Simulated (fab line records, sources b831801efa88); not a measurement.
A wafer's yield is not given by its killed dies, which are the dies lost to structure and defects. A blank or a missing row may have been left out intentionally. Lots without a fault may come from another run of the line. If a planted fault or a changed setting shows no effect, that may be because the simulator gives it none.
A struck lot beside a sound one + flow gf180mcu + 14 steps out of a route of 602
Sound: the wafers L290.3, L290.5, L290.6. The struck wafers were L303.2, L303.3, L303.5. The cause is named last.
Order at every step that has rows: each side's tool, ch and its chambers, its first start. Under that, the readings that differ: sound wafers + struck wafers + difference of the means + sigmas: that difference in standard deviations of wafers without a fault.
alike: same words and numbers on both sides, and readings whose means sit less than 2 such deviations apart. not compared: any withheld reading, any reading some wafer has no value for, any bound like >300 that may hide the same value, and any number with overlapping values for which the record gives no deviation.
A row with sigmas, a row that says differs or no value, or rows on one side alone: a step with any of these is where the two part. Numbers that don't overlap but have no deviation are shown without sigmas and don't part them. A reading that every wafer of one side lacks parts them only if that side has two wafers or more.

first, 1 step without rows for these wafers: GF_MVPSD_DEVELOP_06 (develop time 60 s).
GF_MVPSD_OVL_MEAS_07:
  sound on overlay-01, day 6 00:42; struck on overlay-01, day 9 04:30
  alike: MVPSD_OVL
then, 2 steps without rows for these wafers: GF_MVPSD_IMPLANT_08; GF_MVPSD_IMPLANT_09.
GF_MVPSD_STRIP_10: strips in O2/N2.
  sound on plasma asher-02 ch 0,1, day 6 01:04; struck on plasma asher-02 ch 0,1, day 9 04:55
| reading                      | sound             | struck            | difference | sigmas |
|------------------------------|-------------------|-------------------|------------|--------|
| strip time to endpoint s (s) | 36.98 36.87 36.91 | 36.74 36.67 36.63 | -0.24      | -2     |
  alike: drypump motor current A, heater power w, n2 flow sccm, oes product au
  not compared: rf hours counter h
GF_MVPSD_TW_MEAS_11:
  sound on film metro-02, day 6 01:09; struck on film metro-02, day 9 05:02
  alike: MVPSD_TW
then, 6 steps without rows for these wafers: GF_VT_IMPLANT_DEHYDRATE_00 (time 60 s); GF_VT_IMPLANT_HMDS_01 (prime time 60 s); GF_VT_IMPLANT_COAT_02 (resist thk 1000 nm); GF_VT_IMPLANT_SOFTBAKE_03 (time 60 s); GF_VT_IMPLANT_EXPOSE_04 (exposes mask LVPWELL LV AREA, target cd 600 nm); GF_VT_IMPLANT_PEB_05.
GF_VT_IMPLANT_DEVELOP_06: develop time 60 s.
  struck on litho track-01, day 9 21:14; sound on litho track-01 ch 0, day 6 16:34
  no value came back on the struck wafers for chill plate temp C (C), develop time s (s); on the sound wafers chill plate temp C (C) reads 22.92 23.10 23.13
GF_VT_IMPLANT_OVL_MEAS_07:
  sound on overlay-01, day 6 16:40; struck on overlay-02, day 9 21:22
| reading             | sound       | struck | difference                    | sigmas |
|---------------------|-------------|--------|-------------------------------|--------|
| VT_IMPLANT_OVL (nm) | 2.0 3.5 1.9 | - - -  | no value on the struck wafers |        |

== WHERE THEY PART ==
Last at GF_VT_IMPLANT_OVL_MEAS_07 as far as this record goes, first at GF_MVPSD_STRIP_10.

WHY: the cause the simulator had injected
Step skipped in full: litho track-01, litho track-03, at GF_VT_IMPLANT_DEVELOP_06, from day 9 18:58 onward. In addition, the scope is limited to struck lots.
